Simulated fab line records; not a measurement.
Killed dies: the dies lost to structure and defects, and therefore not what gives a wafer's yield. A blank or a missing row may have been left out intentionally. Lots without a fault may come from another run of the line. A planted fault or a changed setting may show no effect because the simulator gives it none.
What tool caused it? / flow sky130 / 14 lots, 42 wafers sampled, at 2 steps of a route of 708

WHAT THE GAUGES READ, wafer by wafer
SKY_LDD_HVN_TW_MEAS_10.
lot=L104; measured=day 20 22:52; on=film-metro-02; LDD_HVN_TW=1448 1443 1447
lot=L105; measured=day 21 06:53; on=film-metro-03; LDD_HVN_TW=1452 1463 1455
lot=L106; measured=day 21 19:13; on=film-metro-02; LDD_HVN_TW=1435 1440 1438
lot=L108; measured=day 22 09:45; on=film-metro-02; LDD_HVN_TW=1445 1446 1454
lot=L111; measured=day 23 06:48; on=film-metro-01; LDD_HVN_TW=1444 1446 1450
lot=L112; measured=day 23 19:34; on=film-metro-03; LDD_HVN_TW=1460 1464 1457
lot=L115; measured=day 24 19:47; on=film-metro-03; LDD_HVN_TW=1460 1459 1460
lot=L117; measured=day 25 12:48; on=film-metro-02; LDD_HVN_TW=1442 1446 1438
lot=L116; measured=day 25 14:47; on=film-metro-02; LDD_HVN_TW=1436 1442 1440
lot=L118; measured=day 25 17:56; on=film-metro-01; LDD_HVN_TW=1452 1448 1456
lot=L120; measured=day 26 12:28; on=film-metro-03; LDD_HVN_TW=1545 1543 1545
lot=L121; measured=day 26 13:22; on=film-metro-01; LDD_HVN_TW=1543 1547 1552
lot=L122; measured=day 27 01:37; on=film-metro-01; LDD_HVN_TW=1453 1444 1445
lot=L127; measured=day 29 00:21; on=film-metro-02; LDD_HVN_TW=1440 1443 1432

TOOL THAT RAN EACH LOT (tool first, then ch and the chambers of the sampled wafers, then the start)
lot=L104; SKY_LDD_HVN_IMPLANT_08=implanter-04 ch 0, day 20 22:38
lot=L105; SKY_LDD_HVN_IMPLANT_08=implanter-04 ch 0, day 21 06:38
lot=L106; SKY_LDD_HVN_IMPLANT_08=implanter-04 ch 0, day 21 18:59
lot=L108; SKY_LDD_HVN_IMPLANT_08=implanter-01 ch 0, day 22 09:32
lot=L111; SKY_LDD_HVN_IMPLANT_08=implanter-02 ch 0, day 23 06:34
lot=L112; SKY_LDD_HVN_IMPLANT_08=implanter-01 ch 0, day 23 19:19
lot=L115; SKY_LDD_HVN_IMPLANT_08=implanter-02 ch 0, day 24 19:32
lot=L117; SKY_LDD_HVN_IMPLANT_08=implanter-04 ch 0, day 25 12:34
lot=L116; SKY_LDD_HVN_IMPLANT_08=implanter-01 ch 0, day 25 14:32
lot=L118; SKY_LDD_HVN_IMPLANT_08=implanter-04 ch 0, day 25 17:41
lot=L120; SKY_LDD_HVN_IMPLANT_08=implanter-04 ch 0, day 26 12:13
lot=L121; SKY_LDD_HVN_IMPLANT_08=implanter-04 ch 0, day 26 13:08
lot=L122; SKY_LDD_HVN_IMPLANT_08=implanter-01 ch 0, day 27 01:23
lot=L127; SKY_LDD_HVN_IMPLANT_08=implanter-02 ch 0, day 29 00:07
- SKY_LDD_HVN_IMPLANT_08

WHAT THE TOOLS THEMSELVES READ (means of the sampled wafers that have a number; where no wafer has one, the mark that the record gives instead)
SKY_LDD_HVN_IMPLANT_08.
lot=L104 tool=implanter-04 beam-energy-keV=60.014
lot=L105 tool=implanter-04 beam-energy-keV=59.991
lot=L106 tool=implanter-04 beam-energy-keV=60.013
lot=L108 tool=implanter-01 beam-energy-keV=59.998
lot=L111 tool=implanter-02 beam-energy-keV=59.987
lot=L112 tool=implanter-01 beam-energy-keV=60.012
lot=L115 tool=implanter-02 beam-energy-keV=59.995
lot=L117 tool=implanter-04 beam-energy-keV=59.988
lot=L116 tool=implanter-01 beam-energy-keV=60.000
lot=L118 tool=implanter-04 beam-energy-keV=60.016
lot=L120 tool=implanter-04 beam-energy-keV=77.738
lot=L121 tool=implanter-04 beam-energy-keV=77.748
lot=L122 tool=implanter-01 beam-energy-keV=59.974
lot=L127 tool=implanter-02 beam-energy-keV=60.029

THE ANSWER, worked out from the rows above alone
Rule: the lots themselves supply what counts as usual. Put in order of their means at a reading, lots are off if they are a third of the lots or fewer, leave a main group of 4 or more, and stand apart from it by a gap of 3 or more times the standard deviation of the main group's means; of several such gaps the widest counts. A main group is skipped when, at the precision printed for the reading in the tables above, its means are all equal. A lot without any number at a reading at which 4 lots or more have one is off too. All remaining lots with rows at the step are treated as sound. The gauges are gone through in route order, then the tools' own readings, and for those a lot's mean is taken as printed above. At the first step where some lot is off, the reading lying furthest off is the one used; lots without a number count as furthest.
Off: L120, L121, at SKY_LDD_HVN_TW_MEAS_10 (LDD_HVN_TW). For the main group the mean is 1448 and the standard deviation 7.6.
If a tool, at a process step before that reading, ran all the lots that are off and no sound lot after the first of them, it fits. Not tried: the gauges at SKY_LDD_HVN_TW_MEAS_10; whatever is off there is also off at SKY_LDD_HVN_IMPLANT_08, on other tools, and gauge error can't account for it. One fits: implanter-04 at SKY_LDD_HVN_IMPLANT_08. Its last sound lot is L118 (day 25 17:41), its first lot that is off L120 (day 26 12:13): a fault that began between those two fits.
On the lots that are off, the tool's own readings at SKY_LDD_HVN_IMPLANT_08 differ by more than 5 times the standard deviation of the sound lots' means, which bears it out; beam-energy-keV reads 77.743 there versus 60.001 on the sound lots.

WHAT HAD BEEN PUT IN BY THE SIMULATOR
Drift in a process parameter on implanter-04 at SKY_LDD_HVN_IMPLANT_08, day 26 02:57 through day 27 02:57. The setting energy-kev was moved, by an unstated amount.
Shown lots that were struck: L120, L121. The rule above reached the same finding.
